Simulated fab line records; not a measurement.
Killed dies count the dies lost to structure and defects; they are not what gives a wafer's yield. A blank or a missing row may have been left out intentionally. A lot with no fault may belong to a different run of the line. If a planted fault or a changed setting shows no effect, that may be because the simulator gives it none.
A lot that was struck, set against a sound lot + flow sky130 + 17 out of 708 route steps
Sound: the wafers L602.1, L602.4, L602.6. Wafers struck: L612.2, L612.4, L612.5. At the end, the cause is stated.
Order at every step that has rows: each side's tool, ch and its chambers, its first start. Under that, the readings that differ: sound wafers + struck wafers + difference of the means + sigmas: that difference in standard deviations of wafers without a fault.
alike: readings whose means differ by less than 2 such deviations, and words and numbers that are the same on both sides. not compared: withheld readings, readings that some wafer has no value for, bounds like >300 that may hide the same value, and numbers for which the record gives no deviation and whose values overlap.
Wherever a step has rows on one side only, a row that says differs or no value, or a row with sigmas, the two part there. When numbers do not overlap yet have no deviation, they are printed without sigmas and do not part them. A reading missing from all wafers of one side parts the sides only when that side holds two or more wafers.

SKY_METAL2_THK_MEAS_06: measures by xrf.
  sound on film_metro-02 at day 35 20:17; struck on film_metro-03 at day 38 15:13
| reading              | sound             | struck            | difference | sigmas |
|----------------------|-------------------|-------------------|------------|--------|
| METAL2_ALCU_THK (nm) | 256.8 253.1 251.6 | 251.2 247.2 244.7 | -6.1       | -2     |
then, 8 steps without rows for these wafers: SKY_METAL2_DEHYDRATE_07 (time 60 s); SKY_METAL2_HMDS_08 (prime time 60 s); SKY_METAL2_COAT_09 (resist thk 60 nm); SKY_METAL2_COAT_10 (resist thk 450 nm); SKY_METAL2_SOFTBAKE_11 (time 90 s); SKY_METAL2_EXPOSE_12 (exposes mask MM2, target cd 140 nm); SKY_METAL2_PEB_13; SKY_METAL2_DEVELOP_14 (develop time 57.98 s).
SKY_METAL2_CD_MEAS_15: the cd target is 140 nm.
  sound on cd_sem-02 at day 36 22:30; struck on cd_sem-02 at day 39 16:45
  alike: cd_nm
SKY_METAL2_OVL_MEAS_16:
  sound on overlay-02 at day 36 22:37; struck on overlay-02 at day 39 16:52
  alike: METAL2_OVL
SKY_METAL2_DESCUM_17: chemistry O2, time 8 s.
  sound on rie_metal-04 ch 0,1, day 36 22:39; struck on rie_metal-04 ch 0, day 39 16:53
  alike: drypump_motor_current_A, oes_product_au
  not compared: rf_hours_counter_h
SKY_METAL2_ETCH_18: etches BARC in N2/H2, stops on SiO2, time 45.9 s, target depth 60 nm.
  sound on rie_metal-04 ch 0,1, day 36 22:41; struck on rie_metal-04 ch 0, day 39 16:55
| reading                                       | sound             | struck            | difference | sigmas |
|-----------------------------------------------|-------------------|-------------------|------------|--------|
| model.KrF-thick_of_METAL2_COAT_10.thk_nm (nm) | 393.6 394.2 394.7 | 366.7 366.3 365.6 | -28.0      |        |
| model.METAL2.cd_nm (nm)                       | 139.8 141.3 140.9 | 136.9 137.3 136.4 | -3.8       |        |
  alike: drypump_motor_current_A, oes_product_au, throttle_valve_pct
  not compared: rf_hours_counter_h
SKY_METAL2_METAL_ETCH_19: etches the open film in Cl2/BCl3, stops on SiO2, target depth 360 nm, time 78 s.
  sound on rie_metal-04 ch 0,1, day 36 22:45; struck on rie_metal-04 ch 0, day 39 16:59
| reading                                       | sound             | struck            | difference | sigmas |
|-----------------------------------------------|-------------------|-------------------|------------|--------|
| model.KrF-thick_of_METAL2_COAT_10.thk_nm (nm) | 160.2 172.3 172.4 | 138.5 137.2 137.7 | -30.5      |        |
  alike: drypump_motor_current_A, oes_product_au, throttle_valve_pct
  not compared: rf_hours_counter_h
SKY_METAL2_STRIP_20: strips in O2/N2.
  sound on plasma_asher-01 ch 0,1, day 36 22:50; struck on plasma_asher-03 ch 0, day 39 17:04
| reading                      | sound             | struck            | difference | sigmas |
|------------------------------|-------------------|-------------------|------------|--------|
| oes_product_au (a.u.)        | 0.339 0.353 0.344 | 0.334 0.335 0.321 | -0.015     | -3     |
| strip_time_to_endpoint_s (s) | 2.72 2.84 2.86    | 2.49 2.46 2.46    | -0.34      | -4     |
  alike: drypump_motor_current_A
  not compared: rf_hours_counter_h
then, 1 step without rows for these wafers: SKY_METAL2_STRIP_21 (strips in post etch residue remover, time 1200 s).
-- the record jumps here: 10 days lie between the struck wafers' starts before and after (it left off in module METAL2 and takes up again in module PAD_OPEN, whose first step shown is number 708 of the route) --
SKY_PAD_OPEN_PROBE_99:
  sound on prober-01 at day 47 09:07; struck on prober-01 at day 49 10:28
  alike: defect_limited_yield, killed_at_M0_to_M3, killed_at_M4_up, killed_at_contacts, killed_at_front_end, killed_at_other, killed_dies, killed_open, killed_short, sort_bin_3_pad_short, sort_bin_5_function, sort_bin_6_memory, sort_n_pass, sort_yield_pct

WHERE THEY PART
Last at SKY_METAL2_STRIP_20 as far as this record goes, first at SKY_METAL2_THK_MEAS_06. Later steps at which nothing parts them and some readings are alike: SKY_PAD_OPEN_PROBE_99.

WHY: what the simulator had put in
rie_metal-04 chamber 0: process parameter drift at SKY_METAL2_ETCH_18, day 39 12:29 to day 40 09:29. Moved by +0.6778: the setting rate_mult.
